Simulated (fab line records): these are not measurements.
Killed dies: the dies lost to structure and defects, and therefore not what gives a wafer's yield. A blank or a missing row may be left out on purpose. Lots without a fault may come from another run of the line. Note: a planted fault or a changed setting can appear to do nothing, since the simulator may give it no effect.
Split-lot study || flow sfq line || on a route of 325 steps: 5 lots, 23 wafers read

SPLIT DETAILS
At SFQ_TRILAYER_I4_DEP_PECVD_099 (deposits SiO2 from SiH4/N2O, time 111.11 s, target thk 500 nm), the setting time s was moved away from the recipe's 111.11 s on 4 of the 23 wafers read, by -13.7% to -8.8%. For the rest of the wafers, this setting stayed at what the recipe calls for.

The split's own step is where the reading is taken.

THE READING
SiO2_of_TRILAYER_I4_DEP_PECVD_099.thk nm (the simulator's own value, which no gauge read), in nm, at SFQ_TRILAYER_I4_DEP_PECVD_099 (deposits SiO2 from SiH4/N2O, time 111.11 s, target thk 500 nm). There is no usual value for it anywhere in the file. Here, 19 wafers ran the recipe; their average is 496.0 nm with a standard deviation of 6.1 nm.

{"wafer": "L074.1", "tool, chamber at the split": "pecvd-04, 0", "time s as run, s": 111.11, "against the recipe": "recipe", "SiO2_of_TRILAYER_I4_DEP_PECVD_099.thk nm, nm": 492.3, "against lot-mates on the recipe": "-"}
{"wafer": "L074.2", "tool, chamber at the split": "pecvd-04, 1", "time s as run, s": 111.11, "against the recipe": "recipe", "SiO2_of_TRILAYER_I4_DEP_PECVD_099.thk nm, nm": 496.1, "against lot-mates on the recipe": "-"}
{"wafer": "L074.3", "tool, chamber at the split": "pecvd-04, 2", "time s as run, s": 111.11, "against the recipe": "recipe", "SiO2_of_TRILAYER_I4_DEP_PECVD_099.thk nm, nm": 488.3, "against lot-mates on the recipe": "-"}
{"wafer": "L074.4", "tool, chamber at the split": "pecvd-04, 1", "time s as run, s": 111.11, "against the recipe": "recipe", "SiO2_of_TRILAYER_I4_DEP_PECVD_099.thk nm, nm": 503.6, "against lot-mates on the recipe": "-"}
{"wafer": "L074.6", "tool, chamber at the split": "pecvd-04, 0", "time s as run, s": 111.11, "against the recipe": "recipe", "SiO2_of_TRILAYER_I4_DEP_PECVD_099.thk nm, nm": 500.9, "against lot-mates on the recipe": "-"}
{"wafer": "L076.1", "tool, chamber at the split": "pecvd-02, 0", "time s as run, s": 111.11, "against the recipe": "recipe", "SiO2_of_TRILAYER_I4_DEP_PECVD_099.thk nm, nm": 488.3, "against lot-mates on the recipe": "-"}
{"wafer": "L076.2", "tool, chamber at the split": "pecvd-02, 2", "time s as run, s": 95.92, "against the recipe": "-13.7%", "SiO2_of_TRILAYER_I4_DEP_PECVD_099.thk nm, nm": 425, "against lot-mates on the recipe": -66.3}
{"wafer": "L076.3", "tool, chamber at the split": "pecvd-02, 1", "time s as run, s": 111.11, "against the recipe": "recipe", "SiO2_of_TRILAYER_I4_DEP_PECVD_099.thk nm, nm": 487.2, "against lot-mates on the recipe": "-"}
{"wafer": "L076.5", "tool, chamber at the split": "pecvd-02, 0", "time s as run, s": 111.11, "against the recipe": "recipe", "SiO2_of_TRILAYER_I4_DEP_PECVD_099.thk nm, nm": 498.5, "against lot-mates on the recipe": "-"}
{"wafer": "L076.6", "tool, chamber at the split": "pecvd-02, 1", "time s as run, s": 95.92, "against the recipe": "-13.7%", "SiO2_of_TRILAYER_I4_DEP_PECVD_099.thk nm, nm": 427.9, "against lot-mates on the recipe": -63.4}
{"wafer": "L080.1", "tool, chamber at the split": "pecvd-01, 2", "time s as run, s": 111.11, "against the recipe": "recipe", "SiO2_of_TRILAYER_I4_DEP_PECVD_099.thk nm, nm": 488.4, "against lot-mates on the recipe": "-"}
{"wafer": "L080.2", "tool, chamber at the split": "pecvd-01, 1", "time s as run, s": 101.3, "against the recipe": "-8.8%", "SiO2_of_TRILAYER_I4_DEP_PECVD_099.thk nm, nm": 443.8, "against lot-mates on the recipe": -48.6}
{"wafer": "L080.3", "tool, chamber at the split": "pecvd-01, 0", "time s as run, s": 111.11, "against the recipe": "recipe", "SiO2_of_TRILAYER_I4_DEP_PECVD_099.thk nm, nm": 487.5, "against lot-mates on the recipe": "-"}
{"wafer": "L080.4", "tool, chamber at the split": "pecvd-01, 2", "time s as run, s": 111.11, "against the recipe": "recipe", "SiO2_of_TRILAYER_I4_DEP_PECVD_099.thk nm, nm": 501.4, "against lot-mates on the recipe": "-"}
{"wafer": "L080.5", "tool, chamber at the split": "pecvd-01, 1", "time s as run, s": 101.3, "against the recipe": "-8.8%", "SiO2_of_TRILAYER_I4_DEP_PECVD_099.thk nm, nm": 453.5, "against lot-mates on the recipe": -38.9}
{"wafer": "L081.1", "tool, chamber at the split": "pecvd-02, 0", "time s as run, s": 111.11, "against the recipe": "recipe", "SiO2_of_TRILAYER_I4_DEP_PECVD_099.thk nm, nm": 494.6, "against lot-mates on the recipe": "-"}
{"wafer": "L081.2", "tool, chamber at the split": "pecvd-02, 2", "time s as run, s": 111.11, "against the recipe": "recipe", "SiO2_of_TRILAYER_I4_DEP_PECVD_099.thk nm, nm": 493.9, "against lot-mates on the recipe": "-"}
{"wafer": "L081.4", "tool, chamber at the split": "pecvd-02, 0", "time s as run, s": 111.11, "against the recipe": "recipe", "SiO2_of_TRILAYER_I4_DEP_PECVD_099.thk nm, nm": 494.4, "against lot-mates on the recipe": "-"}
{"wafer": "L081.5", "tool, chamber at the split": "pecvd-02, 2", "time s as run, s": 111.11, "against the recipe": "recipe", "SiO2_of_TRILAYER_I4_DEP_PECVD_099.thk nm, nm": 499.3, "against lot-mates on the recipe": "-"}
{"wafer": "L081.6", "tool, chamber at the split": "pecvd-02, 1", "time s as run, s": 111.11, "against the recipe": "recipe", "SiO2_of_TRILAYER_I4_DEP_PECVD_099.thk nm, nm": 502.4, "against lot-mates on the recipe": "-"}
{"wafer": "L082.1", "tool, chamber at the split": "pecvd-01, 1", "time s as run, s": 111.11, "against the recipe": "recipe", "SiO2_of_TRILAYER_I4_DEP_PECVD_099.thk nm, nm": 499.4, "against lot-mates on the recipe": "-"}
{"wafer": "L082.2", "tool, chamber at the split": "pecvd-01, 0", "time s as run, s": 111.11, "against the recipe": "recipe", "SiO2_of_TRILAYER_I4_DEP_PECVD_099.thk nm, nm": 497.8, "against lot-mates on the recipe": "-"}
{"wafer": "L082.4", "tool, chamber at the split": "pecvd-01, 1", "time s as run, s": 111.11, "against the recipe": "recipe", "SiO2_of_TRILAYER_I4_DEP_PECVD_099.thk nm, nm": 509.3, "against lot-mates on the recipe": "-"}

THE FIT
A straight line over all 23 wafers: SiO2_of_TRILAYER_I4_DEP_PECVD_099.thk nm changes by +5.16 nm for each +1% of time s; r = +0.97; the points scatter about the line by 6.1 nm.
The same after taking each lot's own level away (the mean of its wafers on the recipe; 23 wafers): +4.8 nm for each +1%; r = +0.97; scatter 5.1 nm.
That fit puts the effect of the largest move of time s on the reading at 66 nm.
Across the lots, their own levels run from 491.33 to 502.17 nm, a range of 1.8 times the standard deviation given above.
Hence the lot-to-lot level has little effect on the slope; both slopes agree.
Check: -65.4 nm against its lot-mates is what the line predicts for one of the wafers moved furthest among these (-13.7%) when that wafer is left out of the fit. It came out at -66.3 nm against them.

ADDITIONAL SPLITS CARRIED BY THESE WAFERS
Other splits were also applied to these wafers ahead of the reading. Each is held against what the fit with the lots' levels taken away leaves over:
{"other split on the same wafers": "SFQ_TRILAYER_M3_BARC_OPEN_METAL_ETCH_100 icp w", "wafers away from the commonest value": 10, "r with SiO2_of_TRILAYER_I4_DEP_PECVD_099.thk nm (lot level and that fit taken away)": -0.30}
{"other split on the same wafers": "SFQ_TRILAYER_I3_CMP_CMP_082 down force psi", "wafers away from the commonest value": 7, "r with SiO2_of_TRILAYER_I4_DEP_PECVD_099.thk nm (lot level and that fit taken away)": "+0.04"}
{"other split on the same wafers": "SFQ_TRILAYER_I3_VIA_LITHO_EXPOSE_086 dose mj", "wafers away from the commonest value": 8, "r with SiO2_of_TRILAYER_I4_DEP_PECVD_099.thk nm (lot level and that fit taken away)": "+0.13"}
{"other split on the same wafers": "SFQ_TRILAYER_M4_DEP_SPUTTER_091 power w", "wafers away from the commonest value": 7, "r with SiO2_of_TRILAYER_I4_DEP_PECVD_099.thk nm (lot level and that fit taken away)": -0.06}
{"other split on the same wafers": "SFQ_TRILAYER_M4_LITHO_COAT_093 resist thk nm", "wafers away from the commonest value": 9, "r with SiO2_of_TRILAYER_I4_DEP_PECVD_099.thk nm (lot level and that fit taken away)": -0.24}

THE WHOLE CHAIN: every reading that the file lists as answering this split, in the file's order
{"step": "SFQ_TRILAYER_I4_DEP_PECVD_099", "what it does": "deposits SiO2 from SiH4/N2O, time 111.11 s, target thk 500 nm", "reading": "SiO2_of_TRILAYER_I4_DEP_PECVD_099.thk nm (the simulator's own value, which no gauge read)", "change (the file's fit)": "+4.81 nm for each +1% of the setting", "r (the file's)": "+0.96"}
{"step": "SFQ_TRILAYER_I4_CMP_CMP_100", "what it does": "polishes SiO2", "reading": "time to endpoint s", "change (the file's fit)": "withheld for each +1% of the setting", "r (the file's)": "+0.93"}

FILE'S OWN FIT
SiO2_of_TRILAYER_I4_DEP_PECVD_099.thk nm changes by +4.81 nm for each +1% of time s, r = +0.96.
